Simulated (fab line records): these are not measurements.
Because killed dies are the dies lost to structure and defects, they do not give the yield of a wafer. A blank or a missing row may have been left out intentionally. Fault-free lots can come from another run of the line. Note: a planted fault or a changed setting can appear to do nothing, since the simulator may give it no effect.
A struck lot beside a sound one || flow sky130 || 16 out of 708 route steps
Sound: these wafers, L222.3, L222.4, L222.5. Struck: wafers L229.2, L229.4 (left out: L229.6, a lot-mate that was not struck); the cause follows at the end.
For every step that has rows: the tool of each side, followed by ch and its chambers, followed by its first start. Under that, the readings that differ: sound wafers || struck wafers || difference of the means || sigmas: that difference in standard deviations of wafers without a fault.
alike: words and numbers the same on both sides, and readings whose means are apart by under 2 such deviations; not compared: readings that were withheld, readings missing a value for some wafer, numbers with overlapping values and no deviation given by the record, and bounds like >300 which may hide the same value.
Wherever a step has rows on one side only, a row that says differs or no value, or a row with sigmas, the two part there. Non-overlapping numbers with no deviation appear without sigmas and do not part them. Lack of a reading on every wafer of one side parts them only where that side has two or more wafers.

SKY_LI_CONTACT_CMP_02: polishes PSG.
  sound on cmp-01 ch 1,3, day 29 20:51; struck on cmp-02 ch 1,2, day 32 13:34
  alike: motorCurrentA, timeToEndpointS
SKY_LI_CONTACT_BOW_MEAS_03:
  struck on filmMetro-04, day 32 13:47; sound on filmMetro-04, day 29 21:11
  alike: LI_CONTACT_BOW
then, 8 steps without rows for these wafers: SKY_LI_CONTACT_DEHYDRATE_04 (time 60 s); SKY_LI_CONTACT_HMDS_05 (prime time 60 s); SKY_LI_CONTACT_COAT_06 (resist thk 60 nm); SKY_LI_CONTACT_COAT_07 (resist thk 450 nm); SKY_LI_CONTACT_SOFTBAKE_08 (time 90 s); SKY_LI_CONTACT_EXPOSE_09 (exposes mask LICM1, target cd 170 nm); SKY_LI_CONTACT_PEB_10; SKY_LI_CONTACT_DEVELOP_11 (develop time 60 s).
SKY_LI_CONTACT_CD_MEAS_12: the cd target is 170 nm.
  struck on cdSem-02, day 33 16:40; sound on cdSem-02, day 31 00:05
  alike: cdNm
SKY_LI_CONTACT_OVL_MEAS_13:
  struck on overlay-01, day 33 16:47; sound on overlay-02, day 31 00:10
{"reading": "LI_CONTACT_OVL (nm)", "sound": "7 6 6", "struck": "-6 -6", "difference": -12, "sigmas": -2}
SKY_LI_CONTACT_ETCH_14: etches BARC in N2/H2, stops on SiO2, time 45.9 s, target depth 60 nm.
  sound on rieDiel-02 ch 1,2,3, day 31 00:11; struck on rieDiel-02 ch 1,3, day 33 16:49
{"reading": "oesProductAu (a.u.)", "sound": "0.855 0.856 0.855", "struck": "0.839 0.851", "difference": -0.010, "sigmas": -2}
{"reading": "model.KrF-thick_of_LI_CONTACT_COAT_07.thkNm (nm)", "sound": "392.8 391.7 392", "struck": "403.5 404", "difference": "+11.6", "sigmas": ""}
{"reading": "model.etch.depthNm (nm)", "sound": "60.17 60.24 59.88", "struck": "58.18 58.8", "difference": -1.61, "sigmas": ""}
  alike: biasW, drypumpMotorCurrentA, rfFwdPowerW, throttleValvePct
  not compared: rfHoursCounterH
SKY_LI_CONTACT_ETCH_15: etches PSG in C4F8/O2/Ar, stops on Si, target depth 600 nm.
  sound on rieDiel-02 ch 1,2,3, day 31 00:14; struck on rieDiel-02 ch 1,3, day 33 16:52
{"reading": "model.KrF-thick_of_LI_CONTACT_COAT_07.thkNm (nm)", "sound": "230.5 231.9 233.1", "struck": "244.7 242.2", "difference": "+11.6", "sigmas": ""}
  alike: biasW, oesProductAu, rfFwdPowerW
SKY_LI_CONTACT_STRIP_16: strips in O2/N2.
  sound on plasmaAsher-02 ch 0,1, day 31 00:22; struck on plasmaAsher-02 ch 0,1, day 33 16:57
{"reading": "stripTimeToEndpointS (s)", "sound": "3.51 3.51 3.51", "struck": "3.65 3.60", "difference": "+0.12", "sigmas": "+3"}
  alike: drypumpMotorCurrentA, oesProductAu
  not compared: rfHoursCounterH
then, 1 step without rows for these wafers: SKY_LI_CONTACT_CLEAN_17 (cleans in NMP, time 600 s).

## WHERE THEY PART
Last at SKY_LI_CONTACT_STRIP_16 as far as this record goes, first at SKY_LI_CONTACT_OVL_MEAS_13.

WHY: whatever the simulator had introduced
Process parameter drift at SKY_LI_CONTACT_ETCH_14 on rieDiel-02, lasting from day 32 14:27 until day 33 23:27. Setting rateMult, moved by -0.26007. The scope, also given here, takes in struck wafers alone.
